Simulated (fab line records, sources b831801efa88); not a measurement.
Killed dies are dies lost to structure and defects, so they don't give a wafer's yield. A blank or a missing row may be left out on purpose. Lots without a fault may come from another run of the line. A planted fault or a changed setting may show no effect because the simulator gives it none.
Chamber matching | flow sky130 | SKY_LI_CONTACT_CMP_24 on cmp-02: 4 sister chambers
The step polishes, stops on PSG, t overpolish 20 s, target thk 0 nm. 4 wafers are shown with their chamber, then 7 later ones without.

WAFERS WITH THEIR CHAMBER
wafer  | chamber | motor_current_A (A)
L255.6 | 2       | 14.8
L260.6 | 1       | 10.1
L263.1 | 0       | 12.2
L263.2 | 3       | 11.6

WAFERS WITHOUT THEIR CHAMBER
wafer  | motor_current_A (A)
L263.6 | 12.4
L269.1 | 10.0
L269.4 | 12.3
L269.6 | 9.8
L272.3 | 11.6
L272.4 | 14.6
L272.6 | 12.3

WHICH CHAMBER EACH WENT THROUGH
wafer  | from the rows above | in truth
L263.6 | 0                   | 0
L269.1 | 1                   | 1
L269.4 | 0                   | 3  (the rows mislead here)
L269.6 | 1                   | 1
L272.3 | 3                   | 3
L272.4 | 2                   | 2
L272.6 | 0                   | 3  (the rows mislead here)
Placed correctly: 5 of 7. Can't be placed from these rows: 0. Placed wrongly: 2.
How it was worked out, from the rows above alone: a wafer's distance from a chamber is the root of the sum, over the readings, of the square of ((its reading less the chamber's mean) divided by the reading's scatter). The wafer belongs to the nearest chamber; if the next one is less than 2 further off, it can't be placed. A chamber's mean is the mean of its shown wafers. The scatter: with one shown wafer a chamber, the root of the mean of the squares of how far each hidden wafer lies from its nearest shown one.
